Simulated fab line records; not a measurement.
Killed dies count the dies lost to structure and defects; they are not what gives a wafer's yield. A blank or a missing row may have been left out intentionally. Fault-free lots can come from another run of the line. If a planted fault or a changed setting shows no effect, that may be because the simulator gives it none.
Matching of chambers	flow gf180mcu	4 sister chambers for GF_V3_CMP_04 on cmp-02
The step polishes SiO2. 4 wafers are shown with their chamber, then 8 later ones without.

== EACH WAFER AND ITS CHAMBER ==
wafer	chamber	motor-current-A (A)
L710.2	1	13.8
L711.1	2	12.9
L711.6	3	12.3
L713.4	0	11.0

== WAFERS MISSING THEIR CHAMBER ==
wafer	motor-current-A (A)
L713.5	13.4
L713.6	11.1
L714.2	14.3
L714.4	12.7
L714.5	15.4
L716.2	12.9
L716.4	14.0
L716.6	12.2

== WHICH CHAMBER EACH ONE RAN IN ==
wafer	from the rows above	in truth
L713.5	can't be placed: 1 or 2 or 3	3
L713.6	can't be placed: 0 or 3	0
L714.2	can't be placed: 1 or 2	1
L714.4	can't be placed: 2 or 3 or 1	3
L714.5	can't be placed: 1 or 2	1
L716.2	can't be placed: 2 or 3 or 1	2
L716.4	can't be placed: 1 or 2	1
L716.6	can't be placed: 3 or 2 or 0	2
Correct placement for 0 of the 8. Cannot be placed on the basis of these rows: 8; the candidates contain the true chamber in 8. Placed wrongly: 0.
How it was worked out, from the rows above alone: a wafer's distance from a chamber is the root of the sum, over the readings, of the square of ((its reading less the chamber's mean) divided by the reading's scatter). If the next closest chamber is less than 2 further off than the closest, the wafer can't be placed; otherwise it belongs to the closest. The mean given for a chamber averages the wafers shown for that chamber. The scatter: root of mean squared gap, hidden wafer to nearest shown wafer, with one shown wafer a chamber.
